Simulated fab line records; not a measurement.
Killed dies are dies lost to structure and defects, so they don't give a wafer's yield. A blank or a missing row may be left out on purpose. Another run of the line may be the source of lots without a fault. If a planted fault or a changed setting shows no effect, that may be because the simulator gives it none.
fab line records	flow sfq-line
[record] lots = 14	wafers = 42	last-day = 92
route steps=325 shown L0@12 M0@41 M1@65 M3@128
lots with no fault: from the same line, run without faults
start-h: start of the lot's first displayed wafer, in hours after the record's first day	wait-h: hours from the lot's prior step to this one	" identical to the entry in the row above	L1.1+2: one row covering several wafers at once	- no value present, or no start provided	* or withheld: withheld	< > ~ a bound
route shown NAME@n: NAME is a module with steps in the file, n the number in the route of the first one	usual: mean and standard deviation over wafers with no fault	same: alike in all rows	chamber/n: place in a boat	sites: per-site readings	_std_site: the values' standard deviation	_edge_site: mean of outer sites minus mean of inner sites	radius-mm: how far each site lies from the wafer's centre	mask NAME#n: copy n	behind: the tool/chamber that last shaped the wafer	hold: cause of the lot's hold/its duration in hours/its outcome	device: whichever transistor did not switch (one of n, p or np)	end of line: at the end of the route, the tests of the same wafers	a step with no rows: only its recipe	killed: at the first sort, the dies lost to defects and structure; wafer yield is something else	map: dies across one wafer; x = killed, . = not, _ = none there
set.NAME: the setting the step ran with; set.NAME@STEP: the setting that earlier step ran with	model.NAME: the simulator's own value behind a step, which no gauge read
the route's steps for a sample of lots (tables are steps, rows are wafers)
services: when a tool's chamber went out of use (start-h, in hours from the record's first day, below 0 if earlier), for how many hours, and the reason
[[steps]]
[step SFQ_TRILAYER_L0_BARC_OPEN_METAL_ETCH_010]
[recipe] mask-material = PR	chemistry = O2	target-depth-nm = 125	target = BARC	icp-w = 600	bias-w = 80	pressure-mtorr = 10	time-s = 41.7
[usual] drypump-motor-current-A = 5.7/0.43	he-backside-leak-sccm = 3.50/0.18	oes-product-au = 0.687/0.0044
lot.wafer	tool	chamber	start-h	wait-h	drypump-motor-current-A	he-backside-leak-sccm	oes-product-au	rf-hours-counter-h
L594.1	rie-metal-04	1	83.51	0.1	6.0	3.77	0.692	191
L594.3	"	1	"	"	6.0	3.64	0.687	-
L594.4	"	0	"	"	5.8	3.51	0.688	-
L599.1	rie-metal-03	0	125.20	0.1	6.0	3.49	0.692	22
L599.2	"	1	"	"	6.4	3.60	0.690	167
L599.4	"	0	"	"	6.0	3.46	0.684	-
L600.1	rie-metal-02	1	131.33	0.1	5.4	3.45	0.689	86
L600.2	"	0	"	"	5.0	3.54	0.693	124
L600.5	"	1	"	"	5.4	3.51	0.691	-
L601.1	rie-metal-03	0	133.73	0.1	6.0	3.67	0.684	24
L601.3	"	1	"	"	6.4	3.52	0.686	-
L601.6	"	0	"	"	6.0	3.65	0.686	-
L606.2	rie-metal-02	1	155.33	0.1	5.4	3.53	0.687	90
L606.5	"	1	"	"	5.4	3.45	0.690	-
L606.6	"	0	"	"	5.1	3.63	0.687	-
L607.1	rie-metal-04	0	161.33	0.1	5.8	3.34	0.686	10
L607.2	"	1	"	"	6.0	3.63	0.686	5
L607.5	"	0	"	"	5.8	3.30	0.686	-
L608.1	rie-metal-04	1	166.13	0.1	6.0	3.32	0.689	6
L608.3	"	1	"	"	6.0	3.33	0.688	-
L608.4	"	0	"	"	5.8	3.37	0.689	-
L609.2	rie-metal-04	0	172.13	0.1	5.8	3.17	0.689	12
L609.4	"	0	"	"	5.8	3.11	0.692	-
L609.6	"	1	"	"	6.0	3.18	0.687	-
L610.1	rie-metal-02	1	181.45	0.1	5.4	3.48	0.680	94
L610.2	"	0	"	"	5.1	3.66	0.689	132
L610.6	"	1	"	"	5.4	3.53	0.685	-
L611.1	rie-metal-02	0	187.45	0.1	5.0	3.39	0.690	133
L611.2	"	1	"	"	5.4	3.51	0.687	95
L611.6	"	1	"	"	5.4	3.46	0.686	-
L612.1	rie-metal-03	1	195.85	0.1	6.4	3.85	0.692	179
L612.2	"	0	"	"	6.0	3.74	0.683	34
L612.5	"	1	"	"	6.4	3.57	0.692	-
L613.2	rie-metal-02	1	199.46	0.1	5.4	3.47	0.678	97
L613.5	"	1	"	"	5.4	3.52	0.689	-
L613.6	"	0	"	"	5.1	3.58	0.677	-
L614.1	rie-metal-02	0	200.66	0.1	5.1	3.63	0.682	136
L614.4	"	0	"	"	5.1	3.60	0.687	-
L614.5	"	1	"	"	5.4	3.44	0.683	-
L617.1	rie-metal-04	0	204.26	0.1	5.8	3.46	0.685	17
L617.5	"	0	"	"	5.8	3.26	0.689	-
L617.6	"	1	"	"	6.0	3.60	0.685	-
[step SFQ_TRILAYER_M0_STRIP_STRIP_025]
[recipe] gas = O2	power-w = 200	platen-temp-c = 40	overash-fraction = 0.65	chemistry = O2	pressure-mtorr = 50
[usual] drypump-motor-current-A = 5.7/0.34	he-backside-leak-sccm = 3.51/0.3	oes-product-au = 0.995/0.0077
lot.wafer	tool	chamber	start-h	wait-h	drypump-motor-current-A	he-backside-leak-sccm	oes-product-au	rf-hours-counter-h
L594.1	rie-metal-04	0	258.49	0.1	5.8	3.34	0.994	27
L594.3	"	0	"	"	5.8	3.40	0.988	-
L594.4	"	1	"	"	6.0	3.83	0.982	-
L599.1	rie-metal-04	1	311.99	0.2	6.0	3.46	0.996	34
L599.2	"	1	"	"	6.0	3.13	0.998	-
L599.4	"	1	"	"	6.0	3.60	0.992	-
L600.1	rie-metal-01	0	317.81	0.1	6.1	3.61	1.008	11
L600.2	"	1	"	"	6.0	3.21	0.985	80
L600.5	"	0	"	"	6.1	3.49	0.998	-
L601.1	rie-metal-04	0	323.81	0.1	5.8	4.15	1.006	35
L601.3	"	1	"	"	6.0	3.23	1.011	-
L601.6	"	1	"	"	6.0	3.38	0.998	-
L606.2	rie-metal-02	0	356.96	0.1	5.1	3.63	1.001	146
L606.5	"	0	"	"	5.0	3.61	0.994	-
L606.6	"	1	"	"	5.4	3.56	0.993	-
L607.1	rie-metal-02	1	365.36	0.1	5.4	3.67	0.987	141
L607.2	"	0	"	"	5.1	3.54	0.996	147
L607.5	"	1	"	"	5.4	3.55	0.996	-
L608.1	rie-metal-04	1	368.96	0.1	6.0	3.56	0.990	46
L608.3	"	0	"	"	5.8	3.38	0.989	-
L608.4	"	1	"	"	6.0	3.28	0.994	-
L609.2	rie-metal-04	0	375.08	0.1	5.8	3.36	1.001	44
L609.4	"	1	"	"	6.0	3.67	1.001	-
L609.6	"	1	"	"	6.0	3.50	0.997	-
L610.1	rie-metal-04	1	387.08	0.1	6.0	3.34	0.995	49
L610.2	"	0	"	"	5.8	3.43	1.004	46
L610.6	"	0	"	"	5.8	3.41	0.999	-
L611.1	rie-metal-02	0	388.28	0.1	5.1	3.54	0.998	150
L611.2	"	1	"	"	5.4	3.65	1.001	145
L611.6	"	0	"	"	5.1	3.52	0.999	-
L612.1	rie-metal-01	1	396.68	0.1	6.0	3.26	1.009	91
L612.2	"	0	"	"	6.1	3.52	1.008	23
L612.5	"	0	"	"	6.1	3.44	1.009	-
L613.2	rie-metal-02	1	401.99	0.4	5.4	3.71	0.977	-
L613.5	"	1	"	"	5.4	3.59	0.981	-
L613.6	"	1	"	"	5.4	3.67	0.989	-
L614.1	rie-metal-04	0	402.81	0.1	5.8	3.35	1.007	49
L614.4	"	1	"	"	6.0	3.47	0.989	-
L614.5	"	1	"	"	6.0	3.54	1.001	-
L617.1	rie-metal-04	1	407.61	0.1	6.0	3.41	0.993	52
L617.5	"	1	"	"	6.0	3.59	0.998	-
L617.6	"	0	"	"	5.8	3.28	1.005	-
[step SFQ_TRILAYER_M1_LITHO_EXPOSE_040]
[recipe] mask-id = M1	na = 0.6	source-shape = conventional	sigma-outer = 0.65	target-cd-nm = 500	dose-mj = 14.4
[usual] exposure-dose-mJ-cm2 = 14.403/0.015	focus-offset-nm = 0.0/0.51	na = 0.6/0	reticle-temp-C = 23.01/0.096	stage-vel-mm-s = 500.07/0.26
lot.wafer	tool	chamber	start-h	wait-h	mask	exposure-dose-mJ-cm2	focus-offset-nm	na	reticle-temp-C	stage-vel-mm-s
L594.1	krf-scanner-02	0	511.26	-	M1#0	14.391	-0.1	0.6	22.91	499.59
L594.3	"	0	"	"	M1#0	14.385	-0.5	0.6	22.89	500.01
L594.4	"	0	"	"	M1#0	14.374	-0.3	0.6	22.85	499.99
L599.1	krf-scanner-02	-	579.91	-	M1#0	-	-	-	-	-
L599.2	"	-	"	"	M1#0	-	-	-	-	-
L599.4	"	-	"	"	M1#0	-	-	-	-	-
L600.1	krf-scanner-02	-	609.91	-	M1#0	-	-	-	-	-
L600.2	"	-	"	"	M1#0	-	-	-	-	-
L600.5	"	-	"	"	M1#0	-	-	-	-	-
L601.1	krf-scanner-02	0	613.51	-	M1#0	14.407	-0.1	0.6	23.13	500.24
L601.3	"	0	"	"	M1#0	14.383	-0.3	0.6	22.95	500.79
L601.6	"	0	"	"	M1#0	14.383	-0.2	0.6	23.11	500.36
L606.2	krf-scanner-02	0	655.18	-	M1#0	14.384	0.3	0.6	23.12	500.22
L606.5	"	0	"	"	M1#0	14.407	0.9	0.6	23.11	500.30
L606.6	"	0	"	"	M1#0	14.411	1.3	0.6	22.98	500.08
L607.1	krf-scanner-02	0	666.98	-	M1#0	14.406	0.1	0.6	23.14	500.27
L607.2	"	0	"	"	M1#0	14.415	0.0	0.6	23.06	500.15
L607.5	"	0	"	"	M1#0	14.404	0.8	0.6	23.15	500.25
L608.1	krf-scanner-02	0	669.38	-	M1#0	14.413	0.8	0.6	23.05	499.97
L608.3	"	0	"	"	M1#0	14.428	0.8	0.6	22.97	500.13
L608.4	"	0	"	"	M1#0	14.387	1.0	0.6	23.02	500.19
L609.2	krf-scanner-02	0	673.18	-	M1#0	14.381	0.3	0.6	22.96	500.11
L609.4	"	0	"	"	M1#0	14.389	-0.3	0.6	23.05	500.28
L609.6	"	0	"	"	M1#0	14.379	0.0	0.6	23.17	500.00
L610.1	krf-scanner-02	0	677.78	-	M1#0	14.427	0.4	0.6	23.08	499.84
L610.2	"	0	"	"	M1#0	14.411	-0.3	0.6	22.96	500.03
L610.6	"	0	"	"	M1#0	14.425	-0.3	0.6	23.09	500.08
L611.1	krf-scanner-01	0	693.75	-	M1#0	14.432	0.2	0.6	22.94	500.54
L611.2	"	0	"	"	M1#0	14.431	-0.4	0.6	22.97	500.23
L611.6	"	0	"	"	M1#0	14.404	-0.3	0.6	23.03	500.27
L612.1	krf-scanner-01	0	713.47	-	M1#0	14.429	-0.6	0.6	23.04	499.69
L612.2	"	0	"	"	M1#0	14.396	0.3	0.6	23.19	500.17
L612.5	"	0	"	"	M1#0	14.386	-0.1	0.6	23.08	500.05
L613.2	krf-scanner-01	0	718.47	-	M1#0	14.391	0.3	0.6	23.14	500.10
L613.5	"	0	"	"	M1#0	14.410	0.0	0.6	23.01	500.17
L613.6	"	0	"	"	M1#0	14.376	-0.3	0.6	22.95	500.70
L614.1	krf-scanner-01	0	721.87	-	M1#0	14.403	-0.8	0.6	22.84	499.74
L614.4	"	0	"	"	M1#0	14.390	0.0	0.6	22.91	500.24
L614.5	"	0	"	"	M1#0	14.402	-0.2	0.6	22.88	500.18
L617.1	krf-scanner-01	0	731.47	-	M1#0	14.411	-0.8	0.6	22.92	500.27
L617.5	"	0	"	"	M1#0	14.418	0.2	0.6	23.12	499.97
L617.6	"	0	"	"	M1#0	14.412	-0.3	0.6	22.97	500.19
[step SFQ_M3_OVL_MEAS_921]
[usual] M3_OVL = -1/4.7
lot.wafer	tool	chamber	start-h	wait-h	M3_OVL[nm]
L594.1	overlay-02	-	861.60	0.1	7
L594.3	"	-	"	"	2
L594.4	"	-	"	"	-6
L599.1	overlay-02	-	1049.18	0.1	-
L599.2	"	-	"	"	-
L599.4	"	-	"	"	-
L600.1	overlay-01	-	1057.58	0.1	-
L600.2	"	-	"	"	-
L600.5	"	-	"	"	-
L601.1	overlay-01	-	1063.58	0.1	4
L601.3	"	-	"	"	3
L601.6	"	-	"	"	10
L606.2	overlay-01	-	1082.79	0.1	5
L606.5	"	-	"	"	6
L606.6	"	-	"	"	8
L607.1	overlay-02	-	1084.60	0.1	0
L607.2	"	-	"	"	-4
L607.5	"	-	"	"	1
L608.1	overlay-02	-	1086.38	0.1	0
L608.3	"	-	"	"	0
L608.4	"	-	"	"	-2
L609.2	overlay-01	-	1090.59	0.1	0
L609.4	"	-	"	"	0
L609.6	"	-	"	"	-5
L610.1	overlay-01	-	1092.38	0.1	-1
L610.2	"	-	"	"	3
L610.6	"	-	"	"	0
L611.1	overlay-01	-	1097.78	0.1	1
L611.2	"	-	"	"	-3
L611.6	"	-	"	"	-2
L612.1	overlay-01	-	1211.42	0.1	-9
L612.2	"	-	"	"	2
L612.5	"	-	"	"	-7
L613.2	overlay-02	-	1222.03	0.1	-6
L613.5	"	-	"	"	-12
L613.6	"	-	"	"	-10
L614.1	overlay-01	-	1229.22	0.1	-3
L614.4	"	-	"	"	1
L614.5	"	-	"	"	-7
L617.1	overlay-01	-	1242.99	0.1	-6
L617.5	"	-	"	"	-5
L617.6	"	-	"	"	-1
[[services]]
tool	chamber	start-h	hours	kind
krf-scanner-02	-	113.35	0.8	pm
rie-metal-02	0	116.54	8.7	repair
krf-scanner-02	-	128.27	0.2	repair
rie-metal-04	0	131.30	3.0	repair
krf-scanner-02	-	152.75	1.3	pm
rie-metal-02	-	153.17	1.6	repair
krf-scanner-02	-	176.22	1.0	pm
rie-metal-02	-	225.38	2.8	pm
rie-metal-04	-	239.81	0.2	repair
rie-metal-04	-	241.08	2.8	pm
rie-metal-02	0	241.28	104.0	repair
krf-scanner-02	-	281.96	0.8	pm
rie-metal-02	-	289.87	0.5	repair
rie-metal-04	0	300.03	21.9	repair
krf-scanner-02	-	316.08	0.7	repair
krf-scanner-02	-	328.73	1.3	pm
rie-metal-02	1	328.79	6.6	repair
krf-scanner-02	-	345.63	1.0	pm
krf-scanner-02	-	345.84	3.0	repair
krf-scanner-02	-	358.88	0.4	repair
krf-scanner-02	-	363.39	7.2	pm
rie-metal-02	1	410.76	2.3	repair
rie-metal-04	0	607.05	10.8	repair
rie-metal-04	1	662.62	27.0	repair
[[key]]
[first-sign] step = SFQ_TRILAYER_M1_LITHO_EXPOSE_040	reading = tool-record	direction = missing
effect none on later readings
met-at SFQ_TRILAYER_M1_LITHO_EXPOSE_040
struck-lots L599,L600
not-acting-at SFQ_TRILAYER_L0_BARC_OPEN_METAL_ETCH_010,SFQ_TRILAYER_M0_STRIP_STRIP_025,SFQ_M3_OVL_MEAS_921
onset-between 511.26 579.91
[fault] kind = skipped-step-whole	tool = krf-scanner-02	chamber = -	onset-h = 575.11	steps = SFQ_TRILAYER_M1_LITHO_EXPOSE_040	scope = struck-lots-only
